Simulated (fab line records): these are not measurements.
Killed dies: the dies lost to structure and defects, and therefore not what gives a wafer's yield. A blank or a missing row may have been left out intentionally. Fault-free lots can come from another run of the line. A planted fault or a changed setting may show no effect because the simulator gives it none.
Struck lot and sound lot, side by side    flow sky130    35 out of 708 route steps
Sound: the wafers L192.2, L192.3, L192.5. Wafers struck: L206.1, L206.2, L206.5. The cause comes at the end.
For every step that has rows: the tool of each side, followed by ch and its chambers, followed by its first start. Under that, the readings that differ: sound wafers    struck wafers    difference of the means    sigmas: that difference in standard deviations of wafers without a fault.
alike: words and numbers the same on both sides, and readings whose means are apart by under 2 such deviations; not compared: readings that were withheld, readings missing a value for some wafer, numbers with overlapping values and no deviation given by the record, and bounds like >300 which may hide the same value.
The two part at a step that has a row with sigmas, a row that says differs or no value, or rows on one side only. Numbers that don't overlap but have no deviation are shown without sigmas and don't part them. A reading that every wafer of one side lacks parts them only if that side has two wafers or more.

SKY_SD_P_CD_MEAS_07: target cd 380 nm.
  sound: cd sem-02 at day 25 20:40; struck: cd sem-02 at day 30 21:36
reading     sound              struck             difference  sigmas
cd nm (nm)  377.2 378.8 375.3  384.9 386.3 385.8  +8.6        +3
SKY_SD_P_OVL_MEAS_08:
  sound: overlay-01 at day 25 20:46; struck: overlay-01 at day 30 21:43
  alike: SD_P_OVL
next, for these wafers, 1 step has no rows: SKY_SD_P_IMPLANT_09.
SKY_SD_P_STRIP_10: strips in O2/N2.
  sound on plasma asher-02 ch 0,1, day 25 20:57; struck on plasma asher-02 ch 0,1, day 30 21:54
  alike: drypump motor current A, oes product au, strip time to endpoint s
  not compared: rf hours counter h
SKY_SD_P_TW_MEAS_11:
  sound: film metro-02 at day 25 21:04; struck: film metro-02 at day 30 22:00
  alike: SD_P_TW
then, 7 steps without rows for these wafers: SKY_RES_XHIGH_DEHYDRATE_00 (time 60 s); SKY_RES_XHIGH_HMDS_01 (prime time 60 s); SKY_RES_XHIGH_COAT_02 (resist thk 1140 nm); SKY_RES_XHIGH_SOFTBAKE_03 (time 60 s); SKY_RES_XHIGH_EXPOSE_04 (exposes mask URPM, target cd 1270 nm); SKY_RES_XHIGH_PEB_05; SKY_RES_XHIGH_DEVELOP_06 (develop time 60 s).
SKY_RES_XHIGH_IMPLANT_07:
  sound on implanter-01 ch 0, day 27 02:20; struck on implanter-03 ch 0, day 32 00:48
SKY_RES_XHIGH_STRIP_08: strips in O2/N2.
  sound on plasma asher-04 ch 0,1, day 27 02:28; struck on plasma asher-04 ch 0,1, day 32 00:57
  alike: drypump motor current A, oes product au, strip time to endpoint s
  not compared: rf hours counter h
SKY_RES_XHIGH_TW_MEAS_09:
  sound: film metro-03 at day 27 02:34; struck: film metro-04 at day 32 01:03
  alike: RES_XHIGH_TW
then, 7 steps without rows for these wafers: SKY_SD_N_DEHYDRATE_00 (time 60 s); SKY_SD_N_HMDS_01 (prime time 60 s); SKY_SD_N_COAT_02 (resist thk 1140 nm); SKY_SD_N_SOFTBAKE_03 (time 60 s); SKY_SD_N_EXPOSE_04 (exposes mask NSDM, target cd 380 nm); SKY_SD_N_PEB_05; SKY_SD_N_DEVELOP_06 (develop time 60 s).
SKY_SD_N_CD_MEAS_07: target cd 380 nm.
  sound: cd sem-01 at day 28 07:04; struck: cd sem-02 at day 33 03:02
  alike: cd nm
SKY_SD_N_OVL_MEAS_08:
  sound: overlay-02 at day 28 07:10; struck: overlay-02 at day 33 03:10
  alike: SD_N_OVL
then, 2 steps without rows for these wafers: SKY_SD_N_IMPLANT_09; SKY_SD_N_IMPLANT_10.
SKY_SD_N_STRIP_11: strips in O2/N2.
  sound on plasma asher-04 ch 0,1, day 28 07:30; struck on plasma asher-03 ch 0,1, day 33 03:30
  alike: drypump motor current A, oes product au, strip time to endpoint s
  not compared: rf hours counter h
SKY_SD_N_TW_MEAS_12:
  sound: film metro-04 at day 28 07:37; struck: film metro-03 at day 33 03:36
  alike: SD_N_TW
then, 1 step without rows for these wafers: SKY_SD_N_CLEAN_13 (cleans in SC1/SC2, time 150 s).
SKY_SD_N_RTA_14: time 2 s.
  sound on rtp anneal-02 ch 0, day 28 07:43; struck on rtp anneal-02 ch 0, day 33 03:43
  alike: lamp power pct, ramp down c per s, wafer_temp_C_max
SKY_SD_N_RS_MEAS_16: a four-point-probe measurement.
  sound: film metro-03 at day 28 07:54; struck: film metro-02 at day 33 03:53
  alike: SD_N_RS
SKY_SD_N_RS_MEAS_17: a four-point-probe measurement.
  sound: film metro-03 at day 28 08:01; struck: film metro-02 at day 33 04:00
  alike: SD_P_RS
SKY_SD_N_RS_MEAS_18: a four-point-probe measurement.
  sound: film metro-03 at day 28 08:08; struck: film metro-02 at day 33 04:07
reading                sound              struck             difference  sigmas
RES_XHIGH_RS (ohm/sq)  333.3 334.5 333.3  349.7 350.4 349.1  +16.0       +12
then, 1 step without rows for these wafers: SKY_SALICIDE_CLEAN_00 (cleans in HF-last, time 30 s).
-- the record jumps here: 16 days lie between the struck wafers' starts before and after (it left off in module SALICIDE and takes up again in module PAD_OPEN, whose first step shown is number 708 of the route) --
SKY_PAD_OPEN_PROBE_99:
  sound: prober-02 at day 46 00:18; struck: prober-01 at day 49 12:31
reading                                             sound                 struck                difference  sigmas
model.etest.res xhigh po.line ohm um                5841 5932 5812        6597 6988 6543        +848        
model.etest.res xhigh po.rs ohm sq                  2040 2071 2053        2316 2436 2294        +294        
model.etest.res xhigh po.rs ohm sq range            63.75 81.81 59.79     397.1 420.7 377.1     +329.9      
model.etest.res xhigh po.rs ohm sq rim less centre  -42.39 -59.72 -39.96  -249.8 -269.7 -229.5  -202.3      
  alike: killed_at_M0_to_M3, killed_at_M4_up, killed at contacts, killed at front end, killed at other, killed dies, killed on rim, killed open, killed short

WHERE THEY PART
Last at SKY_SD_N_RS_MEAS_18 as far as this record goes, first at SKY_SD_P_CD_MEAS_07. Later steps at which nothing parts them and some readings are alike: SKY_PAD_OPEN_PROBE_99.

WHY: what the simulator had put in
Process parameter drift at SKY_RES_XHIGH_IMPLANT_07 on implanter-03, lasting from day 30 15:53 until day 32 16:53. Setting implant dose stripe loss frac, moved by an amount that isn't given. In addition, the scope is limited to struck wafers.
